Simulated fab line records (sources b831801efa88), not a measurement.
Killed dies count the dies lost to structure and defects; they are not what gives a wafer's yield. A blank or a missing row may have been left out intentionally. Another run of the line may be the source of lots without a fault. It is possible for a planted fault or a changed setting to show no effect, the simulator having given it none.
Problem report in the 8D (eight disciplines) form, filled by code    flow sky130    the parts of the form that need people (team, actions taken, sign-off) are left out

== 1. WHAT IS WRONG ==
Wafers without a fault read 48.52 W, standard deviation 0.12; bias-w at SKY_LOCAL_INTERCONNECT_METAL_ETCH_14 reads a mean of 65.21 W on 4 wafers belonging to 2 lots. That is +99 or more standard deviations from the usual mean.
The step: etches TiN in Cl2/BCl3, stops on PSG, target depth 110 nm, time 31.4 s.
Seen first at day 32 06:11 on rie-metal-03, wafer L383.5. The record has a number at this step for 18 wafers belonging to 6 lots. By rule, "out" or "out of limits" means more than 4 standard deviations away from the usual mean. All remaining wafers that have a number are taken as sound.

== 2. WHAT IT IS; WHAT IT IS NOT ==
question                     is                              is not
which readings at this step  bias-w                          chamber-pressure-mTorr, drypump-motor-current-A, oes-product-au, rf-fwd-power-W
which lots                   L383, L388                      L382, L386, L396, L399
which wafers of those lots   L383.5, L388.2, L388.4, L388.6  L383.3, L383.6
read on which tools          rie-metal-03                    rie-metal-01, rie-metal-04
when                         from day 32 06:11               up to then (5 sound wafers); but 9 sound wafers of L386, L396, L399 came after

== 3. SUSPECTS, AND WHAT RULES EACH OUT ==
Counting: any tool at a process step up to the reading remains a suspect provided it ran every lot that is out. Sound lots after the first of them don't rule it out here, since some wafers of a struck lot are sound.
- rie-metal-03 at SKY_LOCAL_INTERCONNECT_ETCH_13 (etches BARC in N2/H2, stops on SiO2, time 45.9 s, target depth 60 nm): kept. It ran every lot that is out, first L383 (day 32 06:07).
- rie-metal-03 at SKY_LOCAL_INTERCONNECT_METAL_ETCH_14 (etches TiN in Cl2/BCl3, stops on PSG, target depth 110 nm, time 31.4 s): kept. It ran every lot that is out, first L383 (day 32 06:11). Its own readings are out on those wafers: bias-w.
- At SKY_LOCAL_INTERCONNECT_ETCH_13 on rie-metal-03, chamber 0 took the sound wafers of the same lots and chamber 1 took the wafers that are out.
- At SKY_LOCAL_INTERCONNECT_METAL_ETCH_14 on rie-metal-03, chamber 0 took the sound wafers of the same lots and chamber 1 took the wafers that are out.
What counting leaves: rie-metal-03 at SKY_LOCAL_INTERCONNECT_ETCH_13 and rie-metal-03 at SKY_LOCAL_INTERCONNECT_METAL_ETCH_14.

== 4. THE CAUSE (what the simulator had put in) ==
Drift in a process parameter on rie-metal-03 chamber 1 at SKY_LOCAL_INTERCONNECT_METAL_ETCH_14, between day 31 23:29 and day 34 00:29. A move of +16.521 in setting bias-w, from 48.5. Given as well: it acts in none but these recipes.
Counting left 2 suspects, and this tool is among them.

== 5. THE EFFECT CHAIN, in route order ==
Each row: a reading where the mean over the struck wafers with a number is more than 3 standard deviations away from the usual. Only readings for which the record gives a usual standard deviation are gone through. hours: the time from each lot's start at the first step in this table that gives one to its start at this step, as a median over the lots. sigmas: the change in usual standard deviations.
hours  step                                  reading  usual    on struck wafers  change  sigmas
0      SKY_LOCAL_INTERCONNECT_METAL_ETCH_14  bias-w   48.52 W  65.21             +16.69  +99 or more
It contains these process steps:
- SKY_LOCAL_INTERCONNECT_METAL_ETCH_14: etches TiN in Cl2/BCl3, stops on PSG, target depth 110 nm, time 31.4 s.

== 6. HOW IT WOULD HAVE BEEN CAUGHT EARLIER ==
In this record the first reading out of limits was taken at day 32 06:11, 7 hours after the fault began at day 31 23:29.
